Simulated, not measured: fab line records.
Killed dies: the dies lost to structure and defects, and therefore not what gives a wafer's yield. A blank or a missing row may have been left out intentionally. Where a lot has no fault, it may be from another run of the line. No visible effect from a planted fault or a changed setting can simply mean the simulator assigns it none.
fab line records	flow sky130
record lots=14	wafers=42	last-day=50
route steps=708 shown METAL1@437 METAL2@485 VIA2@520 METAL4@627
lots that met no fault: from a run of the same line without faults
start-h: start of the lot's first displayed wafer, in hours after the record's first day	wait-h: time in hours since the lot's previous step	" identical to the entry in the row above	L1.1+2: a row that stands for several wafers	- no value, or no start was given	* or withheld: withheld	< > ~ a bound
route shown NAME@n: names a module that has steps shown in the file, with the first one's number in the route	usual: mean and standard deviation over wafers with no fault	same: alike in all rows	chamber/n: place in a boat	sites: each site's reading	_std_site: standard deviation of those values	_edge_site: the outer-site mean with the inner-site mean subtracted	radius-mm: for every site, how far away it sits from the centre of the wafer	mask NAME#n: copy n	behind: the last tool/chamber to shape the wafer	hold: why the lot was held/for how many hours/how that ended	device: the n, p or np transistor that did not switch	end of line: the route-end tests of the same wafers	a step without rows: its recipe alone	killed: dies lost to structure and defects at the first sort, not the wafer's yield	map: a wafer's dies, marking killed ones x, the rest . and places with no die _
set.NAME: setting as actually run; set.NAME@STEP: the setting as run at that earlier step	model.NAME: the simulator's own value behind a step, which no gauge read
route steps across a sampled set of lots; one table per step, one row per wafer
services: a tool's chamber out of use, with start hour (start-h, from the record's first day; less than 0 if before it), hours out, and reason
## steps
# step SKY_METAL1_SPUTTER_03
# recipe material=Ti	target-thk-nm=5	power-w=3000	time-s=3.3	chamber-pressure-pa=0.4
# usual throttle-valve-pct=29.8/1.1
lot.wafer	tool	chamber	start-h	wait-h	throttle-valve-pct
L465.1	pvd-sputter-03	-	737.75	0.0	30.5
L465.3	"	-	"	"	27.8
L465.4	"	-	"	"	28.4
L467.2	pvd-sputter-04	-	787.72	0.0	31.0
L467.3	"	-	"	"	29.8
L467.5	"	-	"	"	31.4
L466.3	pvd-sputter-01	-	788.98	0.0	29.9
L466.4	"	-	"	"	29.7
L466.6	"	-	"	"	29.7
L468.2	pvd-sputter-03	-	789.55	0.0	30.5
L468.3	"	-	"	"	30.6
L468.4	"	-	"	"	28.2
L470.2	pvd-sputter-01	-	789.93	0.0	30.4
L470.4	"	-	"	"	29.4
L470.6	"	-	"	"	29.7
L469.3	pvd-sputter-03	-	793.19	0.0	27.9
L469.4	"	-	"	"	30.8
L469.6	"	-	"	"	28.7
L473.2	pvd-sputter-04	-	805.75	0.0	31.0
L473.3	"	-	"	"	31.3
L473.5	"	-	"	"	29.9
L472.3	pvd-sputter-03	-	806.69	0.0	28.4
L472.4	"	-	"	"	28.0
L472.6	"	-	"	"	30.3
L480.1	pvd-sputter-01	-	866.09	0.0	29.5
L480.2	"	-	"	"	28.4
L480.4	"	-	"	"	29.7
L482.1	pvd-sputter-01	-	878.67	0.0	30.5
L482.4	"	-	"	"	28.0
L482.6	"	-	"	"	28.2
L481.2	pvd-sputter-04	-	881.43	0.0	31.4
L481.3	"	-	"	"	31.3
L481.5	"	-	"	"	29.8
L483.1	pvd-sputter-04	-	889.72	0.0	31.2
L483.4	"	-	"	"	29.9
L483.6	"	-	"	"	29.9
L485.2	pvd-sputter-03	-	890.79	0.0	28.6
L485.4	"	-	"	"	30.5
L485.5	"	-	"	"	30.7
L487.1	pvd-sputter-04	-	908.19	0.0	29.8
L487.2	"	-	"	"	30.4
L487.3	"	-	"	"	31.3
# step SKY_METAL2_SPUTTER_02
# recipe material=AlCu	target-thk-nm=250	power-w=10600	time-s=13.3	chamber-pressure-pa=0.4
# usual throttle-valve-pct=30.1/0.92
lot.wafer	tool	chamber	start-h	wait-h	throttle-valve-pct
L465.1	pvd-sputter-04	-	794.65	0.0	31.4
L465.3	"	-	"	"	30.5
L465.4	"	-	"	"	30.3
L467.2	pvd-sputter-04	-	843.89	0.0	31.1
L467.3	"	-	"	"	31.4
L467.5	"	-	"	"	29.9
L466.3	pvd-sputter-01	-	844.20	0.0	29.9
L466.4	"	-	"	"	27.8
L466.6	"	-	"	"	29.7
L468.2	pvd-sputter-04	-	845.15	0.0	31.4
L468.3	"	-	"	"	31.3
L468.4	"	-	"	"	29.7
L470.2	pvd-sputter-02	-	846.65	0.0	28.9
L470.4	"	-	"	"	30.1
L470.6	"	-	"	"	29.7
L469.3	pvd-sputter-02	-	849.70	0.0	29.6
L469.4	"	-	"	"	31.4
L469.6	"	-	"	"	28.8
L473.2	pvd-sputter-01	-	860.30	0.0	28.2
L473.3	"	-	"	"	29.8
L473.5	"	-	"	"	29.6
L472.3	pvd-sputter-04	-	862.24	0.0	31.4
L472.4	"	-	"	"	30.3
L472.6	"	-	"	"	29.7
L480.1	pvd-sputter-04	-	921.84	0.0	31.2
L480.2	"	-	"	"	31.5
L480.4	"	-	"	"	30.7
L482.1	pvd-sputter-01	-	932.17	0.0	29.6
L482.4	"	-	"	"	29.5
L482.6	"	-	"	"	30.3
L481.2	pvd-sputter-02	-	935.14	0.0	30.9
L481.3	"	-	"	"	29.9
L481.5	"	-	"	"	29.9
L483.1	pvd-sputter-02	-	942.65	0.0	28.6
L483.4	"	-	"	"	31.1
L483.6	"	-	"	"	29.1
L485.2	pvd-sputter-04	-	944.06	0.0	30.5
L485.4	"	-	"	"	31.4
L485.5	"	-	"	"	31.1
L487.1	pvd-sputter-01	-	960.52	0.0	28.0
L487.2	"	-	"	"	29.7
L487.3	"	-	"	"	30.4
# step SKY_VIA2_OVL_MEAS_13
# usual VIA2_OVL=-2/5.5
lot.wafer	tool	chamber	start-h	wait-h	VIA2_OVL[nm]
L465.1	overlay-01	-	849.30	0.1	-4
L465.3	"	-	"	"	4
L465.4	"	-	"	"	-8
L467.2	overlay-01	-	898.18	0.1	0
L467.3	"	-	"	"	-9
L467.5	"	-	"	"	-11
L466.3	overlay-02	-	898.91	0.1	3
L466.4	"	-	"	"	-1
L466.6	"	-	"	"	-3
L468.2	overlay-02	-	899.33	0.1	1
L468.3	"	-	"	"	0
L468.4	"	-	"	"	4
L470.2	overlay-02	-	900.93	0.1	-1
L470.4	"	-	"	"	-9
L470.6	"	-	"	"	3
L469.3	overlay-02	-	904.93	0.1	-2
L469.4	"	-	"	"	-5
L469.6	"	-	"	"	3
L473.2	overlay-01	-	913.46	0.1	-1
L473.3	"	-	"	"	-6
L473.5	"	-	"	"	8
L472.3	overlay-01	-	916.88	0.1	0
L472.4	"	-	"	"	2
L472.6	"	-	"	"	8
L480.1	overlay-02	-	972.55	0.1	10
L480.2	"	-	"	"	-1
L480.4	"	-	"	"	6
L482.1	overlay-02	-	982.85	0.1	-11
L482.4	"	-	"	"	-1
L482.6	"	-	"	"	1
L481.2	overlay-02	-	985.05	0.1	-7
L481.3	"	-	"	"	-1
L481.5	"	-	"	"	-1
L483.1	overlay-01	-	993.94	0.1	-2
L483.4	"	-	"	"	-3
L483.6	"	-	"	"	-11
L485.2	overlay-02	-	995.13	0.1	0
L485.4	"	-	"	"	-8
L485.5	"	-	"	"	4
L487.1	overlay-01	-	1009.99	0.1	3
L487.2	"	-	"	"	-3
L487.3	"	-	"	"	6
# step SKY_METAL4_PEB_11
# recipe peb-temp-c=withheld	peb-time-s=withheld	resist=KrF-thick
# usual chill-plate-temp-C=*	exhaust-pa=45.1/0.96	resist-line-temp-C=*
lot.wafer	tool	chamber	start-h	wait-h	chill-plate-temp-C	exhaust-pa	resist-line-temp-C
L465.1	litho-track-04	0	981	-	*	45.3	*
L465.3	"	0	"	"	*	43.8	*
L465.4	"	0	"	"	*	44.9	*
L467.2	litho-track-01	0	1023	-	*	44.9	*
L467.3	"	0	"	"	*	44.4	*
L467.5	"	0	"	"	*	46.1	*
L466.3	litho-track-01	0	1024	-	*	44.1	*
L466.4	"	0	"	"	*	43.8	*
L466.6	"	0	"	"	*	45.2	*
L468.2	litho-track-02	0	1025	-	*	45.6	*
L468.3	"	0	"	"	*	45.5	*
L468.4	"	0	"	"	*	44.9	*
L470.2	litho-track-04	0	1026	-	*	43.9	*
L470.4	"	0	"	"	*	46.4	*
L470.6	"	0	"	"	*	44.6	*
L469.3	litho-track-04	0	1029	-	*	46.7	*
L469.4	"	0	"	"	*	45.0	*
L469.6	"	0	"	"	*	44.8	*
L473.2	litho-track-02	0	1038	-	*	43.4	*
L473.3	"	0	"	"	*	45.0	*
L473.5	"	0	1039	-	*	44.6	*
L472.3	litho-track-02	0	1039	-	*	44.5	*
L472.4	"	0	"	"	*	42.7	*
L472.6	"	0	"	"	*	44.6	*
L480.1	litho-track-02	-	1089	-	-	-	-
L480.2	"	-	"	"	-	-	-
L480.4	"	-	"	"	-	-	-
L482.1	litho-track-02	0	1098	-	*	44.6	*
L482.4	"	0	1099	-	*	43.5	*
L482.6	"	0	"	"	*	44.3	*
L481.2	litho-track-02	-	1102	-	-	-	-
L481.3	"	-	"	"	-	-	-
L481.5	"	-	"	"	-	-	-
L483.1	litho-track-02	0	1107	-	*	44.2	*
L483.4	"	0	"	"	*	44.5	*
L483.6	"	0	"	"	*	44.9	*
L485.2	litho-track-02	0	1108	-	*	45.0	*
L485.4	"	0	"	"	*	45.7	*
L485.5	"	0	"	"	*	45.7	*
L487.1	litho-track-01	0	1125	-	*	45.2	*
L487.2	"	0	"	"	*	46.3	*
L487.3	"	0	"	"	*	44.8	*
## services
tool	chamber	start-h	hours	kind
pvd-sputter-02	-	764.33	2.5	repair
pvd-sputter-03	-	766.08	4.3	repair
pvd-sputter-03	-	794.92	6.0	repair
pvd-sputter-02	-	850.08	5.0	repair
pvd-sputter-01	-	911.04	14.2	repair
pvd-sputter-03	-	945.81	0.8	repair
pvd-sputter-02	-	1024.37	1.9	repair
pvd-sputter-01	-	1025.90	3.3	repair
pvd-sputter-02	-	1046.60	3.0	repair
pvd-sputter-03	-	1101.54	2.0	repair
pvd-sputter-03	-	1119.84	4.1	repair
## key
first-sign step=SKY_METAL4_PEB_11	reading=tool-record	direction=missing
effect none on later readings
met-at SKY_METAL4_PEB_11
struck-lots L480,L481
later-rows-left-out L480.1,L480.2,L480.4,L481.2,L481.3,L481.5
sort-left-out L480.1,L480.2,L480.4,L481.2,L481.3,L481.5
not-acting-at SKY_METAL1_SPUTTER_03,SKY_METAL2_SPUTTER_02,SKY_VIA2_OVL_MEAS_13
onset-between 1039 1089
fault kind=skipped-step-whole	tool=litho-track-02	chamber=-	onset-h=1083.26	steps=SKY_METAL4_PEB_11	scope=struck-lots-only
# sort-left-out: the simulated sort isn't trusted on such a fault, so these wafers' sort isn't shown, and their yield isn't known
# later-rows-left-out: the simulator's readings of these wafers behind a module that went badly wrong aren't trusted and aren't shown, but for the sort
